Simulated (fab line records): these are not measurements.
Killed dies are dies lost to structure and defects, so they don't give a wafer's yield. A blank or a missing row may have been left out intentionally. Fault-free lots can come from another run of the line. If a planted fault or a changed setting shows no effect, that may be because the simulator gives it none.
The tool behind it: which one? | flow sky130 | 12 lots with 34 wafers sampled at 5 steps, on a route of 708 steps

## WHAT EACH GAUGE READ, for each wafer
SKY_METAL1_CD_MEAS_15: target cd 140 nm.
lot  | measured     | on        | cd nm (nm)
L748 | day 33 01:43 | cd sem-01 | 139.3 140.9 140.3
L749 | day 33 10:05 | cd sem-01 | 139.1 140.4 140.1
L750 | day 34 03:15 | cd sem-02 | 139.5 140.6 140.0
L751 | day 34 05:05 | cd sem-02 | 141.0 140.6 140.9
L752 | day 34 07:16 | cd sem-02 | 142.1 141.5 142.5
L753 | day 34 22:26 | cd sem-02 | 142.1 142.3 143.2
L755 | day 35 08:10 | cd sem-01 | 138.3 139.0 138.6
L757 | day 36 06:24 | cd sem-02 | 136.7 136.8 136.2
L758 | day 36 12:56 | cd sem-02 | 139.5 138.9 138.8
L767 | day 39 00:37 | cd sem-02 | 140.0 138.9
L768 | day 39 06:31 | cd sem-01 | 139.8 140.9
L771 | day 40 00:20 | cd sem-02 | 140.2 139.9 140.2

SKY_VIA1_THK_MEAS_01.
lot  | measured     | on            | VIA1_HDPCVD_THK (nm)
L748 | day 33 02:46 | film metro-02 | 1041 1053 1035
L749 | day 33 11:11 | film metro-03 | 1039 1038 1035
L750 | day 34 04:17 | film metro-02 | 1045 1049 1019
L751 | day 34 06:11 | film metro-04 | 1049 1040 1031
L752 | day 34 08:18 | film metro-03 | 1053 1040 1047
L753 | day 34 23:29 | film metro-03 | 1039 1041 1054
L755 | day 35 09:40 | film metro-04 | 1061 1068 1068
L757 | day 36 07:30 | film metro-02 | 1011 1021 1024
L758 | day 36 14:02 | film metro-04 | 1029 1030 1031
L767 | day 39 01:38 | film metro-02 | 1028 1042
L768 | day 39 07:37 | film metro-04 | 1044 1034
L771 | day 40 01:23 | film metro-02 | 1024 1043 1011

## EACH LOT AND THE TOOL THAT RAN IT (in order: tool; ch and the chambers of the sampled wafers; start)
lot  | SKY_CONTACT_STRIP_19                 | SKY_METAL1_ETCH_18                | SKY_METAL1_STRIP_20
L748 | plasma asher-01 ch 1, day 31 21:35   | rie metal-02 ch 0,1, day 33 01:53 | plasma asher-01 ch 0,1, day 33 02:02
L749 | plasma asher-03 ch 0,1, day 32 05:41 | rie metal-02 ch 0,1, day 33 10:17 | plasma asher-01 ch 0,1, day 33 10:26
L750 | plasma asher-03 ch 0,1, day 32 22:20 | rie metal-04 ch 0,1, day 34 03:26 | plasma asher-01 ch 0,1, day 34 03:35
L751 | plasma asher-03 ch 0,1, day 33 00:47 | rie metal-04 ch 0,1, day 34 05:17 | plasma asher-04 ch 0,1, day 34 05:26
L752 | plasma asher-01 ch 0,1, day 33 03:11 | rie metal-03 ch 0,1, day 34 07:26 | plasma asher-04 ch 0,1, day 34 07:35
L753 | plasma asher-04 ch 0,1, day 33 17:47 | rie metal-03 ch 0,1, day 34 22:37 | plasma asher-01 ch 0,1, day 34 22:46
L755 | plasma asher-04 ch 0,1, day 34 04:20 | rie metal-02 ch 0, day 35 08:20   | plasma asher-01 ch 0, day 35 08:29
L757 | plasma asher-01 ch 0,1, day 35 02:05 | rie metal-02 ch 0,1, day 36 06:35 | plasma asher-01 ch 0,1, day 36 06:44
L758 | plasma asher-03 ch 0,1, day 35 09:32 | rie metal-03 ch 0,1, day 36 13:08 | plasma asher-04 ch 0,1, day 36 13:17
L767 | plasma asher-01 ch 1, day 37 20:59   | rie metal-03 ch 0,1, day 39 00:46 | plasma asher-02 ch 1, day 39 00:55
L768 | plasma asher-03 ch 0,1, day 38 03:43 | rie metal-03 ch 0,1, day 39 06:40 | plasma asher-02 ch 0, day 39 06:49
L771 | plasma asher-04 ch 1, day 38 21:44   | rie metal-04 ch 0,1, day 40 00:32 | plasma asher-04 ch 0,1, day 40 00:41
- SKY_CONTACT_STRIP_19: strips in O2/N2.
- SKY_METAL1_ETCH_18: etches BARC in N2/H2, stops on SiO2, time 45.9 s, target depth 60 nm.
- SKY_METAL1_STRIP_20: strips in O2/N2.

## AS READ BY THE TOOLS THEMSELVES (means over the sampled wafers that have a number; for cases with no such wafer, the mark the record gives instead)
SKY_CONTACT_STRIP_19.
lot  | tool            | drypump motor current A (A) | o2 flow sccm (sccm) | oes product au (a.u.) | strip time to endpoint s (s)
L748 | plasma asher-01 | 5.44                        | 2991                | 0.382                 | 3.65
L749 | plasma asher-03 | 5.55                        | 2997                | 0.384                 | 3.66
L750 | plasma asher-03 | 5.43                        | 3003                | 0.374                 | 3.61
L751 | plasma asher-03 | 5.42                        | 3004                | 0.381                 | 3.62
L752 | plasma asher-01 | 5.49                        | 3008                | 0.377                 | 3.64
L753 | plasma asher-04 | 5.32                        | 2989                | 0.383                 | 3.59
L755 | plasma asher-04 | 5.31                        | 3003                | 0.378                 | 3.66
L757 | plasma asher-01 | 5.46                        | 2997                | 0.380                 | 3.67
L758 | plasma asher-03 | 5.44                        | 3002                | 0.381                 | 3.61
L767 | plasma asher-01 | 5.46                        | 2986                | 0.374                 | 3.61
L768 | plasma asher-03 | 5.50                        | 2990                | 0.383                 | 3.65
L771 | plasma asher-04 | 5.67                        | 3011                | 0.380                 | 3.65

SKY_METAL1_ETCH_18.
lot  | tool         | drypump motor current A (A) | oes product au (a.u.) | rf fwd power W (W) | throttle valve pct (%)
L748 | rie metal-02 | 5.6                         | 0.850                 | 496.7              | 13.230
L749 | rie metal-02 | 5.5                         | 0.855                 | 496.8              | 13.228
L750 | rie metal-04 | 5.6                         | 0.854                 | 495.7              | 13.228
L751 | rie metal-04 | 5.3                         | 0.854                 | 495.2              | 13.224
L752 | rie metal-03 | 6.2                         | 0.853                 | 496.8              | 13.211
L753 | rie metal-03 | 5.9                         | 0.854                 | 495.8              | 13.216
L755 | rie metal-02 | 5.3                         | 0.852                 | 496.4              | 13.214
L757 | rie metal-02 | 5.6                         | 0.854                 | 493.0              | 13.230
L758 | rie metal-03 | 5.9                         | 0.852                 | 494.9              | 13.229
L767 | rie metal-03 | 6.0                         | 0.836                 | 496.6              | 13.233
L768 | rie metal-03 | 6.0                         | 0.827                 | 495.8              | 13.229
L771 | rie metal-04 | 5.6                         | 0.855                 | 497.2              | 13.225

SKY_METAL1_STRIP_20.
lot  | tool            | drypump motor current A (A) | o2 flow sccm (sccm) | oes product au (a.u.) | strip time to endpoint s (s)
L748 | plasma asher-01 | 5.5                         | 3008                | 0.343                 | 2.64
L749 | plasma asher-01 | 5.5                         | 3007                | 0.345                 | 2.68
L750 | plasma asher-01 | 5.4                         | 2997                | 0.343                 | 2.63
L751 | plasma asher-04 | 5.3                         | 2989                | 0.339                 | 2.57
L752 | plasma asher-04 | 5.5                         | 3005                | 0.348                 | 2.72
L753 | plasma asher-01 | 5.5                         | 3001                | 0.343                 | 2.69
L755 | plasma asher-01 | 5.5                         | 3001                | 0.347                 | 2.71
L757 | plasma asher-01 | 5.5                         | 2993                | 0.347                 | 2.71
L758 | plasma asher-04 | 5.3                         | 2998                | 0.345                 | 2.67
L767 | plasma asher-02 | 6.5                         | 2992                | 0.345                 | 2.72
L768 | plasma asher-02 | 6.3                         | 2994                | 0.344                 | 2.75
L771 | plasma asher-04 | 5.5                         | 2994                | 0.335                 | 2.58

## THE ANSWER, worked out from the rows above alone
Rule: the lots themselves supply what counts as usual. Put in order of their means at a reading, lots are off if they are a third of the lots or fewer, leave a main group of 4 or more, and stand apart from it by a gap of 3 or more times the standard deviation of the main group's means; of several such gaps the widest counts. The tables above print the reading to a certain number of digits; a main group whose means all agree to those digits is not used. Also off: a lot with no number at a reading for which 4 or more lots have one. Where the step has rows for the other lots, those lots are counted as sound. After the gauges, taken in route order, come the tools' own readings; for these a lot's mean is taken, as printed above. The first step at which some lot is off is used, and at that step the reading that is off furthest; a lot without a number counts as furthest.
Off at SKY_METAL1_ETCH_18 (oes product au): L767, L768. Main group: mean 0.853 a.u., sd 0.0015.
A tool fits if, at that step or a process step before it, it ran every lot that is off, and no sound lot after the first of them. One fits: rie metal-03 at SKY_METAL1_ETCH_18. Its last sound lot is L758 (day 36 13:08), its first lot that is off L767 (day 39 00:46): a fault that began between those two fits.
On the lots that are off, the tool's own readings at SKY_METAL1_ETCH_18 differ by more than 5 times the standard deviation of the sound lots' means, which bears it out; oes product au reads 0.831 a.u. there versus 0.853 a.u. on the sound lots.

## WHAT THE SIMULATOR HAD INSERTED
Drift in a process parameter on rie metal-03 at SKY_METAL1_ETCH_18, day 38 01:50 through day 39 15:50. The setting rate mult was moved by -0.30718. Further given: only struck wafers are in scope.
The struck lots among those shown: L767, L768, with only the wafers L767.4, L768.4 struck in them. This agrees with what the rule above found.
